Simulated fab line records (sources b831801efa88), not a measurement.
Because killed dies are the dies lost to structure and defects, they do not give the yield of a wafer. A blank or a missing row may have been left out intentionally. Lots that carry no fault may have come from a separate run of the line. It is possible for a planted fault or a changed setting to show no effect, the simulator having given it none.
Struck lot and sound lot, side by side :: flow sky130 :: 28 steps out of a route of 708
Sound: these wafers, L504.1, L504.5, L504.6. Struck: wafer L499.3. (L499.2, L499.4 of the same lot were not struck and are left out.) The cause comes at the end.
Per side, at each step with rows, come the tool, then ch with its chambers, and then its first start. Under that, the readings that differ: sound wafers :: struck wafers :: difference of the means :: sigmas: that difference in standard deviations of wafers without a fault.
alike: readings with means less than 2 such deviations apart, plus words and numbers identical on both sides. not compared: withheld readings, readings lacking a value on some wafer, bounds such as >300 that could conceal the same value, and numbers that have no deviation in the record and whose values overlap.
The two part at a step that has a row with sigmas, a row that says differs or no value, or rows on one side only. When numbers do not overlap yet have no deviation, they are printed without sigmas and do not part them. Lack of a reading on every wafer of one side parts them only where that side has two or more wafers.

SKY_VIA4_ETCH_12: etches SiO2 in C4F8/O2/Ar, stops on TiN, target depth 580 nm.
  sound on rieDiel-04 ch 1,2, day 47 20:47; struck on rieDiel-03 ch 1, day 46 21:13
  alike: chamberPressureMTorr, oesProductAu
SKY_VIA4_STRIP_13: strips in O2/N2.
  sound on plasmaAsher-03 ch 0,1, day 47 20:52; struck on plasmaAsher-04 ch 0, day 46 21:17
  alike: chamberPressureMTorr, drypumpMotorCurrentA, oesProductAu, stripTimeToEndpointS
  not compared: rfHoursCounterH
then, 3 steps without rows for these wafers: SKY_VIA4_STRIP_14 (strips in post etch residue remover, time 1200 s); SKY_VIA4_CLEAN_15 (cleans in IPA, time 180 s); SKY_VIA4_CLEAN_16 (cleans in O3/DIW).
SKY_VIA4_SPUTTER_17: material TiN, target thk 20 nm, time 80 s.
  sound: pvdSputter-04 at day 47 21:28; struck: pvdSputter-02 at day 46 21:53
  alike: cathodeDcPowerW, throttleValvePct
then, 1 step without rows for these wafers: SKY_VIA4_CVD_18 (deposits W, target thk 505 nm, time 152.14 s).
SKY_VIA4_RS_MEAS_19: the measuring method here is four-point-probe.
  sound: filmMetro-03 at day 47 21:40; struck: filmMetro-01 at day 46 22:07
  alike: VIA4_W_RS
SKY_VIA4_THK_MEAS_20: measures by xrf.
  sound: filmMetro-03 at day 47 21:47; struck: filmMetro-01 at day 46 22:13
  alike: VIA4_W_THK
then, 1 step without rows for these wafers: SKY_VIA4_CMP_21 (polishes, stops on SiO2, t overpolish 25 s, target thk 0 nm).
SKY_METAL5_SPUTTER_00: material Ti, target thk 15 nm, time 10 s.
  sound: pvdSputter-03 at day 47 22:09; struck: pvdSputter-02 at day 46 22:34
  alike: cathodeDcPowerW, throttleValvePct
then, 1 step without rows for these wafers: SKY_METAL5_SPUTTER_01 (material TiN, target thk 20 nm, time 16.7 s).
SKY_METAL5_SPUTTER_02: material AlCu, target thk 1150 nm, time 61.2 s.
  sound: pvdSputter-03 at day 47 22:12; struck: pvdSputter-02 at day 46 22:37
reading: cathodeDcPowerW (W)
sound: 10601 10606 10602
struck: 8665.5
difference: -1937.5
sigmas: -99 or more

reading: model.AlCu_of_METAL5_SPUTTER_02.thkNm (nm)
sound: 1183 1186 1173
struck: 936.6
difference: -244.1
sigmas: 
  alike: throttleValvePct
then, 2 steps without rows for these wafers: SKY_METAL5_SPUTTER_03 (material Ti, target thk 5 nm, time 3.3 s); SKY_METAL5_SPUTTER_04 (material TiN, target thk 70 nm, time 58.3 s).
SKY_METAL5_RS_MEAS_05: the measuring method here is four-point-probe.
  sound: filmMetro-04 at day 47 22:19; struck: filmMetro-03 at day 46 22:48
reading: METAL5_ALCU_RS (ohm/sq)
sound: 0.0263 0.0262 0.0265
struck: 0.0334
difference: +0.0071
sigmas: +18
SKY_METAL5_THK_MEAS_06: measures by xrf.
  sound: filmMetro-04 at day 47 22:26; struck: filmMetro-03 at day 46 22:55
reading: METAL5_ALCU_THK (nm)
sound: 1149 1153 1152
struck: 930
difference: -221
sigmas: -12
then, 8 steps without rows for these wafers: SKY_METAL5_DEHYDRATE_07 (time 60 s); SKY_METAL5_HMDS_08 (prime time 60 s); SKY_METAL5_COAT_09 (resist thk 1800 nm); SKY_METAL5_SOFTBAKE_10 (time 60 s); SKY_METAL5_EXPOSE_11 (exposes mask MM5, target cd 1600 nm); SKY_METAL5_PEB_12; SKY_METAL5_DEVELOP_13 (develop time 60 s); SKY_METAL5_DESCUM_14 (chemistry O2, time 11 s).
SKY_METAL5_METAL_ETCH_15: etches the open film in Cl2/BCl3, stops on SiO2, target depth 1260 nm, time 252 s.
  sound on rieMetal-04 ch 1, day 48 18:05; struck on rieMetal-04 ch 1, day 47 19:01
reading: oesProductAu (a.u.)
sound: 0.891 0.894 0.888
struck: 0.806
difference: -0.085
sigmas: -16
  alike: chamberPressureMTorr, drypumpMotorCurrentA, throttleValvePct
  not compared: rfHoursCounterH
SKY_METAL5_STRIP_16: strips in O2/N2.
  sound on plasmaAsher-02 ch 0,1, day 48 18:34; struck on plasmaAsher-04 ch 1, day 47 19:15
  alike: chamberPressureMTorr, drypumpMotorCurrentA, oesProductAu, stripTimeToEndpointS
  not compared: rfHoursCounterH
SKY_PAD_OPEN_PROBE_99:
  sound: prober-01 at day 50 09:29; struck: prober-02 at day 49 13:36
reading: model.etest.met5.rsOhmSq
sound: 0.02622 0.02652 0.02676
struck: 0.03345
difference: +0.00695
sigmas: 

reading: model.etest.met5.lineOhmUm
sound: 0.01625 0.01653 0.01666
struck: 0.0209
difference: +0.0044
sigmas: 
  alike: defectLimitedYield, killed_at_M0_to_M3, killed_at_M4_up, killedAtContacts, killedAtFrontEnd, killedAtOther, killedDies, killedOpen, killedShort, sort_bin_3_pad_short, sort_bin_5_function, sort_bin_6_memory, sortNPass, sortYieldPct

== WHERE THEY PART ==
First at SKY_METAL5_SPUTTER_02; last, within this record, at SKY_METAL5_METAL_ETCH_15. Later steps at which nothing parts them and some readings are alike: SKY_METAL5_STRIP_16, SKY_PAD_OPEN_PROBE_99.

WHY: what had been put in by the simulator
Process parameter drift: pvdSputter-02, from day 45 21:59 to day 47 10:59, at SKY_METAL5_SPUTTER_02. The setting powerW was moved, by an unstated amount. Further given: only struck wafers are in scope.
